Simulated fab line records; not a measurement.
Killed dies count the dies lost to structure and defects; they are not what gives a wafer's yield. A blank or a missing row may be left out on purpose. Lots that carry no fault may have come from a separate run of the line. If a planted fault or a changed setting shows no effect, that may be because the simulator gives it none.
fab line records | flow sfq-line
record lots=13 wafers=39 last-day=92
route steps=325 shown I0@53 I2@115 M3@120
lots that met no fault: from a run of the same line without faults
start-h: the number of hours between the record's first day and the start of the first shown wafer of the lot | wait-h: hours from the lot's prior step to this one | " same as the row above | L1.1+2: one row covering several wafers at once | - value missing, or start not given | * or withheld: withheld | < > ~ a bound
route shown NAME@n: a module of which the file shows steps, and the number in the route of the first | usual: mean/standard deviation of fault-free wafers | same: alike in all rows | chamber/n: place in a boat | sites: per-site readings | _std_site: the standard deviation of these | _edge_site: mean of outer sites minus mean of inner sites | radius-mm: how far each site lies from the wafer's centre | mask NAME#n: copy n | behind: the last tool/chamber to shape the wafer | hold: why the lot went on hold/how many hours it stayed there/how the hold came to an end | device: names the non-switching transistor (n, p or np) | end of line: the route-end tests of the same wafers | a step given without rows: its recipe and nothing more | killed: count of dies lost to structure and defects at first sort (not the wafer's yield) | map: the dies of a wafer, with x for killed, . for not killed, _ for no die there
set.NAME: the setting the step ran with; set.NAME@STEP: the setting that earlier step ran with | model.NAME: the simulator's own value behind a step, which no gauge read
one table for each step of the route and one row for each wafer, over a sample of lots
services: a tool's chamber out of use, with start hour (start-h, from the record's first day; less than 0 if before it), hours out, and reason
## steps
# step SFQ_I0_OVL_MEAS_908
# usual I0_OVL=2/5.7
# columns lot.wafer tool chamber start-h wait-h I0_OVL[nm]
L653.1 overlay-02 - 409.79 0.1 -3
L653.5 " - " " 1
L653.6 " - " " 1
L654.1 overlay-01 - 414.59 0.1 9
L654.2 " - " " 11
L654.4 " - " " 11
L659.2 overlay-01 - 461.99 0.1 6
L659.3 " - " " 0
L659.4 " - " " 4
L663.2 overlay-02 - 494.51 0.1 0
L663.5 " - " " 12
L663.6 " - " " 0
L664.1 overlay-02 - 505.31 0.1 5
L664.2 " - " " 6
L664.5 " - " " 8
L665.1 overlay-02 - 506.63 0.1 1
L665.3 " - " " 8
L665.4 " - " " 7
L667.1 overlay-02 - 515.28 0.1 1
L667.2 " - " " 4
L667.6 " - " " 4
L668.1 overlay-02 - 535.81 0.1 -3
L668.2 " - " " 3
L668.6 " - " " -3
L670.2 overlay-01 - 561.01 0.1 -6
L670.5 " - " " -7
L670.6 " - " " -9
L671.1 overlay-01 - 563.41 0.1 1
L671.4 " - " " 1
L671.5 " - " " 2
L672.2 overlay-01 - 567.01 0.1 -2
L672.4 " - " " 3
L672.6 " - " " -3
L673.1 overlay-01 - 569.41 0.1 4
L673.5 " - " " 0
L673.6 " - " " 3
L674.1 overlay-02 - 573.01 0.1 3
L674.5 " - " " 0
L674.6 " - " " -5
# step SFQ_TRILAYER_I2_VIA_ETCH_VIA_ETCH_070
# recipe target=SiO2 stop-on=Nb mask-material=PR taper-deg=20 chemistry=CHF3 target-depth-nm=260 source-w=500 bias-w=80 pressure-mtorr=30 time-s=withheld
# usual drypump-motor-current-A=5.9/0.44 oes-product-au=0.853/0.0054 rf-fwd-power-W=497.9/1.7
# columns lot.wafer tool chamber start-h wait-h drypump-motor-current-A oes-product-au rf-fwd-power-W
L653.1 rie-diel-01 3 1033.62 0.0 5.5 0.847 494.8
L653.5 " 0 " " 5.6 0.853 497.1
L653.6 " 3 " " 5.6 0.848 495.2
L654.1 rie-diel-03 1 1034.82 0.0 6.2 0.856 496.5
L654.2 " 2 " " 6.3 0.855 496.2
L654.4 " 0 " " 5.8 0.859 499.4
L659.2 rie-diel-03 0 1061.35 0.0 5.8 0.859 499.3
L659.3 " 1 " " 6.2 0.856 496.9
L659.4 " 3 " " 6.2 0.857 501.3
L663.2 rie-diel-01 3 1079.35 0.0 5.6 0.851 578.2
L663.5 " 3 " " 5.6 0.860 575.1
L663.6 " 0 " " 5.7 0.855 497.0
L664.1 rie-diel-04 1 1080.55 0.0 6.6 0.853 496.3
L664.2 " 2 " " 5.6 0.854 497.3
L664.5 " 1 " " 6.7 0.854 499.3
L665.1 rie-diel-03 0 1082.95 0.0 5.7 0.845 500.7
L665.3 " 1 " " 6.2 0.848 497.8
L665.4 " 2 " " 6.3 0.847 496.7
L667.1 rie-diel-04 1 1088.95 0.0 6.6 0.851 498.3
L667.2 " 2 " " 5.6 0.861 499.3
L667.6 " 3 " " 5.9 0.864 494.6
L668.1 rie-diel-03 1 1093.75 0.0 6.2 0.849 496.6
L668.2 " 0 " " 5.7 0.849 498.0
L668.6 " 2 " " 6.3 0.852 497.7
L670.2 rie-diel-04 3 1112.01 0.0 5.9 0.851 496.9
L670.5 " 2 " " 5.6 0.847 495.4
L670.6 " 3 " " 5.9 0.855 496.9
L671.1 rie-diel-04 3 1116.73 0.0 5.9 0.851 496.7
L671.4 " 1 " " 6.7 0.851 499.8
L671.5 " 1 " " 6.7 0.853 500.2
L672.2 rie-diel-04 3 1122.73 0.0 5.9 0.858 498.1
L672.4 " 2 " " 5.6 0.857 499.7
L672.6 " 3 " " 5.9 0.864 498.9
L673.1 rie-diel-04 0 1131.13 0.0 5.1 0.857 497.8
L673.5 " 2 " " 5.6 0.860 498.0
L673.6 " 3 " " 5.8 0.851 500.1
L674.1 rie-diel-04 2 1134.73 0.0 5.6 0.861 497.7
L674.5 " 0 " " 5.0 0.860 498.4
L674.6 " 2 " " 5.6 0.855 500.2
# step SFQ_TRILAYER_I2_VIA_STRIP_STRIP_071
# recipe gas=O2 power-w=200 platen-temp-c=40 overash-fraction=0.6822 chemistry=O2 pressure-mtorr=50
# usual drypump-motor-current-A=6.03/0.14 he-backside-leak-sccm=3.57/0.24 oes-product-au=1.002/0.01
# columns lot.wafer tool chamber start-h wait-h drypump-motor-current-A he-backside-leak-sccm oes-product-au rf-hours-counter-h
L653.1 rie-metal-03 1 1033.73 - 6.44 3.58 1.022 106
L653.5 " 1 " " 6.41 3.67 1.003 -
L653.6 " 0 " " 5.97 3.73 1.019 -
L654.1 rie-metal-04 1 1034.93 - 6.02 3.61 0.987 134
L654.2 " 0 " " 5.76 3.61 1.014 136
L654.4 " 0 " " 5.77 3.55 1.007 -
L659.2 rie-metal-03 0 1061.46 - 5.96 3.62 0.996 28
L659.3 " 0 " " 5.97 3.68 0.992 -
L659.4 " 1 " " 6.39 3.73 1.006 -
L663.2 rie-metal-01 0 1079.46 - 6.16 3.59 0.996 117
L663.5 " 0 " " 6.11 3.73 0.987 -
L663.6 " 1 " " 5.96 3.60 1.005 -
L664.1 rie-metal-04 1 1080.66 - 5.98 3.78 0.993 144
L664.2 " 1 " " 6.01 3.71 1.000 -
L664.5 " 1 " " 6.00 3.65 0.992 -
L665.1 rie-metal-01 1 1083.06 - 5.99 3.47 1.007 44
L665.3 " 1 " " 6.00 3.16 1.005 -
L665.4 " 0 " " 6.08 3.75 0.983 -
L667.1 rie-metal-01 0 1089.06 - 6.11 3.96 0.991 118
L667.2 " 1 " " 5.98 3.28 1.011 45
L667.6 " 1 " " 5.97 3.45 1.015 -
L668.1 rie-metal-04 0 1093.86 - 5.80 3.42 1.004 1
L668.2 " 0 " " 5.77 3.37 1.014 -
L668.6 " 0 " " 5.83 3.38 1.008 -
L670.2 rie-metal-04 0 1112.13 - 5.74 3.35 1.015 6
L670.5 " 0 " " 5.78 3.14 1.005 -
L670.6 " 1 " " 6.01 3.48 1.007 -
L671.1 rie-metal-03 1 1116.84 - 6.36 3.58 1.020 121
L671.4 " 1 " " 6.39 3.72 1.016 -
L671.5 " 0 " " 5.96 3.75 1.001 -
L672.2 rie-metal-01 1 1122.84 - 5.96 3.29 1.017 51
L672.4 " 0 " " 6.10 3.71 0.994 -
L672.6 " 0 " " 6.13 3.73 0.988 -
L673.1 rie-metal-01 0 1131.24 - 6.06 3.72 0.998 125
L673.5 " 0 " " 6.10 3.79 0.991 -
L673.6 " 1 " " 5.97 3.28 1.009 -
L674.1 rie-metal-04 0 1134.84 - 5.81 3.23 1.022 9
L674.5 " 1 " " 6.01 3.79 1.010 -
L674.6 " 0 " " 5.80 3.36 1.028 -
# step SFQ_M3_RS_MEAS_919
# recipe thk-meas-gauge=four-point-probe reads=Nb_of_TRILAYER_M3_DEP_SPUTTER_073
# usual M3_NB_RS=0.891/0.011
# columns lot.wafer tool chamber start-h wait-h M3_NB_RS[ohm/sq]
L653.1 film-metro-03 - 1034.63 0.0 0.888
L653.5 " - " " 0.893
L653.6 " - " " 0.888
L654.1 film-metro-03 - 1035.83 0.0 0.890
L654.2 " - " " 0.908
L654.4 " - " " 0.893
L659.2 film-metro-01 - 1062.37 0.1 0.878
L659.3 " - " " 0.860
L659.4 " - " " 0.882
L663.2 film-metro-03 - 1080.37 0.1 0.894
L663.5 " - " " 0.878
L663.6 " - " " 0.899
L664.1 film-metro-02 - 1082.17 0.0 0.890
L664.2 " - " " 0.890
L664.5 " - " " 0.892
L665.1 film-metro-03 - 1083.95 0.0 0.899
L665.3 " - " " 0.900
L665.4 " - " " 0.894
L667.1 film-metro-01 - 1089.95 0.0 0.896
L667.2 " - " " 0.894
L667.6 " - " " 0.902
L668.1 film-metro-01 - 1095.35 0.0 0.907
L668.2 " - " " 0.892
L668.6 " - " " 0.889
L670.2 film-metro-02 - 1113.04 0.1 0.902
L670.5 " - " " 0.894
L670.6 " - " " 0.881
L671.1 film-metro-03 - 1117.73 0.0 0.894
L671.4 " - " " 0.895
L671.5 " - " " 0.890
L672.2 film-metro-02 - 1123.75 0.1 0.899
L672.4 " - " " 0.903
L672.6 " - " " 0.897
L673.1 film-metro-03 - 1132.13 0.0 0.901
L673.5 " - " " 0.891
L673.6 " - " " 0.875
L674.1 film-metro-01 - 1135.73 0.0 0.898
L674.5 " - " " 0.888
L674.6 " - " " 0.897
## services
# columns tool chamber start-h hours kind
rie-diel-01 2 1047.61 30.5 repair
rie-diel-01 - 1063.45 0.6 repair
rie-metal-04 0 1064.16 4.3 repair
rie-metal-04 0 1068.66 - clean
rie-metal-04 0 1068.66 - consumable-replace:focus-ring
rie-metal-04 0 1068.66 19.5 scheduled-down
rie-metal-04 0 1068.66 19.5 vent-cycle
rie-diel-03 2 1069.33 7.4 repair
rie-metal-04 1 1088.11 - clean
rie-metal-04 1 1088.11 - consumable-replace:focus-ring
rie-metal-04 1 1088.11 16.7 scheduled-down
rie-metal-04 1 1088.11 16.7 vent-cycle
rie-diel-03 3 1089.02 16.1 repair
rie-diel-03 0 1090.02 2.2 repair
rie-diel-01 3 1106.62 4.5 repair
rie-diel-04 1 1122.11 - clean
rie-diel-04 1 1122.11 18.2 scheduled-down
rie-diel-04 1 1122.11 18.2 vent-cycle
rie-diel-03 - 1123.68 0.6 repair
rie-diel-03 3 1125.27 9.4 repair
rie-metal-03 1 1126.70 4.8 repair
rie-diel-03 0 1134.12 4.3 repair
## key
first-sign step=SFQ_TRILAYER_I2_VIA_ETCH_VIA_ETCH_070 reading=rf-fwd-power-W direction=up sigmas=47 usual=497.9 struck=576.7
effect none on later readings
met-at SFQ_TRILAYER_I2_VIA_ETCH_VIA_ETCH_070
struck-lots L663
struck-wafers L663.2,L663.5
not-acting-at SFQ_I0_OVL_MEAS_908,SFQ_TRILAYER_I2_VIA_STRIP_STRIP_071,SFQ_M3_RS_MEAS_919
onset-between 1033.62 1079.35
fault kind=process-parameter-drift tool=rie-diel-01 chamber=3 onset-h=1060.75 steps=SFQ_TRILAYER_I2_VIA_ETCH_VIA_ETCH_070 channel=source-w offset=80 shape=step end-h=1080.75 acts-in=these-recipes-only stated=500
